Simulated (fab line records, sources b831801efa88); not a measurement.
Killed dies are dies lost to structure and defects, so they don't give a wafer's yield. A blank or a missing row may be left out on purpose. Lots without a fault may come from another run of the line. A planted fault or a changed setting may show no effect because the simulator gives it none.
One fault seen from 2 desks | flow gf180mcu | each desk has only its own numbers; what lay behind them comes last

THE TOOL OWNER'S DESK: litho_track-04
The tool's own readings at GF_CONTACT_DEVELOP_13 (develop time 60 s): means of the sampled wafers that have a number, for each lot that ran on this tool. A lot is out of limits, marked OUT, if its mean lies more than 4 standard deviations from the usual mean; the brackets give that distance.
Columns: A = chill_plate_temp_C at GF_CONTACT_DEVELOP_13, usual 22.98 C; B = developer_temp_C at GF_CONTACT_DEVELOP_13, usual 21.01 C
lot  | first seen here | A     | B
L313 | day 16 08:52    | 23.12 | 20.91
L316 | day 17 20:11    | 23.00 | 20.92
L319 | day 18 12:52    | 23.03 | 20.97
L324 | day 20 15:07    | 22.95 | 20.92
L330 | day 22 17:59    | 23.08 | 23.00 (+21) OUT
L332 | day 23 11:14    | 22.88 | 23.05 (+22) OUT
This desk's finding: out of limits on L330, L332; first on L330, day 22 17:59 (developer_temp_C at GF_CONTACT_DEVELOP_13). In limits: L313, L316, L319, L324.

THE METROLOGY DESK
What the gauges read, lot by lot, whatever tool the lot ran on: means of the sampled wafers that have a number. A lot is out of limits, marked OUT, if its mean lies more than 4 standard deviations from the usual mean; the brackets give that distance.
Columns: A = SAB_CVD_00_THK at GF_SAB_THK_MEAS_01, usual 50.0 nm; B = CONTACT_W_THK at GF_CONTACT_THK_MEAS_26, usual 285 nm
lot  | first seen here | A    | B
L313 | day 14 12:12    | 49.9 | 285
L314 | day 15 02:26    | 50.3 | 281
L315 | day 15 08:54    | 50.3 | 286
L316 | day 15 21:46    | 50.1 | 286
L317 | day 16 00:00    | 49.0 | 280
L318 | day 16 10:53    | 50.1 | 289
L319 | day 16 12:58    | 50.1 | 278
L321 | day 17 15:29    | 50.1 | 284
L323 | day 18 04:43    | 49.4 | 282
L324 | day 18 12:50    | 49.1 | 288
L327 | day 19 17:04    | 49.6 | 288
L330 | day 20 18:11    | 50.2 | 283
L332 | day 21 10:20    | 49.8 | 286
L334 | day 21 23:43    | 51.0 | 290
This desk's finding: nothing out of limits on any of the 14 lots.

PUT TOGETHER
The tool owner's desk could have raised an alarm at day 22 17:59, on L330, L332.
The metrology desk saw nothing out of limits.
The metrology desk has L330, L332 on record, within its limits.
Of the lots named, all ran GF_CONTACT_DEVELOP_13 on litho_track-04.

WHAT THE SIMULATOR HAD PUT IN
Process parameter drift: litho_track-04, from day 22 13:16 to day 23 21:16, at GF_CONTACT_DEVELOP_13. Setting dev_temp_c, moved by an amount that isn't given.
Lots struck among those shown: L330, L332.
Hours from the fault's start to each desk's first reading out of limits: the tool owner's desk, 5.
